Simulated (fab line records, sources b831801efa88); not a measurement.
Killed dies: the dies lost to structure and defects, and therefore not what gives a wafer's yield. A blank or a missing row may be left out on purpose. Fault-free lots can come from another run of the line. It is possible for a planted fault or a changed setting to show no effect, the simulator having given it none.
The same fault as seen by 2 desks -- flow gf180mcu -- numbers are kept per desk, each desk with only its own; the story behind them comes last

== THE TOOL OWNER'S DESK: implanter-03 ==
GF_MVPSD_IMPLANT_09, tool's own readings: per-lot mean of the sampled wafers with a number, covering each lot this tool ran. A lot is out of limits, marked OUT, if its mean lies more than 4 standard deviations from the usual mean; the brackets give that distance.
Columns: A = beam-energy-keV at GF_MVPSD_IMPLANT_09, usual 40.003
lot,first seen here,A
L614,day 5 19:25,39.995
L615,day 6 11:56,37.578 (-99 or more) OUT
L617,day 6 14:47,37.599 (-99 or more) OUT
L630,day 9 16:41,40.014
L631,day 10 00:35,40.001
L632,day 10 04:38,39.995
L633,day 10 11:31,40.005
L634,day 10 16:11,39.997
This desk's verdict: out of limits on L615, L617, starting with L615 at day 6 11:56 (beam-energy-keV at GF_MVPSD_IMPLANT_09). L614, L630, L631, L632, L633, L634: within limits.

== AT THE METROLOGY DESK ==
What the gauges read for every lot (on any tool): the sampled wafers with a number, averaged. A lot is out of limits, marked OUT, if its mean lies more than 4 standard deviations from the usual mean; the brackets give that distance.
Columns: A = LVPWELL_TW at GF_LVPWELL_TW_MEAS_11, usual 556
lot,first seen here,A
L612,day 4 01:48,550
L613,day 4 05:19,559
L614,day 4 15:09,550
L615,day 5 06:32,559
L617,day 5 08:35,557
L621,day 6 05:21,551
L626,day 7 08:17,558
L628,day 7 19:42,562
L629,day 8 01:44,554
L630,day 8 06:38,553
L631,day 8 13:41,559
L632,day 8 17:32,556
L633,day 8 23:47,559
L634,day 9 04:23,559
This desk's finding: nothing out of limits on any of the 14 lots.

== PUT TOGETHER ==
At day 6 11:56, on L615, L617, the tool owner's desk was in a position to raise an alarm.
From the metrology desk's view, nothing was out of limits.
The metrology desk holds a record of L615, L617, inside its limits.
Every lot named ran GF_MVPSD_IMPLANT_09 on implanter-03.

== WHAT THE SIMULATOR PUT IN ==
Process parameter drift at GF_MVPSD_IMPLANT_09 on implanter-03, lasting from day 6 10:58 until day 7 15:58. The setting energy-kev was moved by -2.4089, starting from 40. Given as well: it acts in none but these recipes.
Struck lots among those shown: L615, L617.
How many hours passed from the start of the fault until each desk's first out-of-limits reading: the tool owner's desk, 1.
